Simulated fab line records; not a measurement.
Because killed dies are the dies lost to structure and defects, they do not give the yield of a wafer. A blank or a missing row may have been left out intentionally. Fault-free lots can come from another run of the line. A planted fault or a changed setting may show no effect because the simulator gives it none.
Check of tool commonality + flow gf180mcu + 11 lots, 39 wafers sampled

REASON IT WAS OPENED
At GF_STI_THK_MEAS_24 the reading STI_CVD_23_THK is flagged on 2 of 11 lots. Fault-free wafers read 650 nm, with a standard deviation of 5.2.
Rule: a lot is flagged in two cases, either no wafer of it has a number, or all its wafers with numbers fall more than 4 standard deviations from that mean. All remaining lots are regarded as sound.

| lot  | measured    | on           | STI_CVD_23_THK (nm), wafer by wafer | flag    |
|------|-------------|--------------|-------------------------------------|---------|
| L817 | day 2 03:54 | filmMetro-03 | 649 650 649                         |         |
| L820 | day 2 19:01 | filmMetro-03 | 644 646 641                         |         |
| L823 | day 3 10:51 | filmMetro-01 | 650 652 648                         |         |
| L824 | day 3 15:52 | filmMetro-03 | 643 639 649                         |         |
| L826 | day 4 02:14 | filmMetro-01 | 653 658 659                         |         |
| L827 | day 4 08:03 | filmMetro-01 | 643 652 653                         |         |
| L830 | day 4 22:11 | filmMetro-01 | 657 651 654                         |         |
| L831 | day 5 03:08 | filmMetro-01 | 659 656 652                         |         |
| L835 | day 6 05:34 | filmMetro-01 | 459 458 454 460 458 455             | FLAGGED |
| L836 | day 6 12:29 | filmMetro-03 | 453 450 462 452 450 462             | FLAGGED |
| L839 | day 7 03:04 | filmMetro-04 | 652 649 648                         |         |
Average over the flagged lots: 456 nm; offset from the usual -194 nm, equal to -37 standard deviations.

TOOL THAT RAN EACH LOT
The record keeps 1 process step preceding the reading, out of 602 steps on the route. Each cell gives the tool, then ch followed by the chambers the sampled wafers passed through, then the start.
| lot  | flag    | GF_STI_CVD_23                   |
|------|---------|---------------------------------|
| L817 |         | hdpcvd-01 ch 0,1,2, day 2 03:49 |
| L820 |         | hdpcvd-01 ch 0,2, day 2 18:55   |
| L823 |         | hdpcvd-01 ch 0,1, day 3 10:46   |
| L824 |         | hdpcvd-02 ch 0,1, day 3 15:46   |
| L826 |         | hdpcvd-02 ch 0,2, day 4 02:09   |
| L827 |         | hdpcvd-01 ch 0,1,2, day 4 07:56 |
| L830 |         | hdpcvd-01 ch 0,2, day 4 22:07   |
| L831 |         | hdpcvd-02 ch 1,2, day 5 03:03   |
| L835 | FLAGGED | hdpcvd-01 ch 0,1, day 6 05:29   |
| L836 | FLAGGED | hdpcvd-01 ch 0,1,2, day 6 12:25 |
| L839 |         | hdpcvd-02 ch 0,2, day 7 02:59   |
These steps, and what they do:
- GF_STI_CVD_23: deposits SiO2, target thk 650 nm, time 108.3 s.
- GF_STI_THK_MEAS_24

FLAGGED AGAINST TOTAL, ONE TOOL AT A TIME (gauges that did the reading follow at the end)
| step               | tool         | lots run | flagged | share of the flagged lots | sound lots run after its first flagged lot |
|--------------------|--------------|----------|---------|---------------------------|--------------------------------------------|
| GF_STI_CVD_23      | hdpcvd-01    | 7        | 2       | all                       | 0                                          |
| GF_STI_CVD_23      | hdpcvd-02    | 4        | 0       | none                      | -                                          |
| GF_STI_THK_MEAS_24 | filmMetro-01 | 6        | 1       | some                      | 0                                          |
| GF_STI_THK_MEAS_24 | filmMetro-03 | 4        | 1       | some                      | 0                                          |
| GF_STI_THK_MEAS_24 | filmMetro-04 | 1        | 0       | none                      | -                                          |

THE TABLE: WHAT IT ALLOWS
All flagged lots share 1 row of the table, namely hdpcvd-01 at GF_STI_CVD_23.
- hdpcvd-01 at GF_STI_CVD_23: 2 of its 7 lots flagged. It ran its last sound lot, L830, at day 4 22:07 and its first flagged lot, L835, at day 6 05:29: a fault with its onset between the two fits.
Left over: one tool, hdpcvd-01 at GF_STI_CVD_23.

WHAT WAS PUT IN BY THE SIMULATOR
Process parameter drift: hdpcvd-01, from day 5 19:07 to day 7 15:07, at GF_STI_CVD_23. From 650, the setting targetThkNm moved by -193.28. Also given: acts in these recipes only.
Shown lots that were struck: L835, L836. The same result came from the rule above.
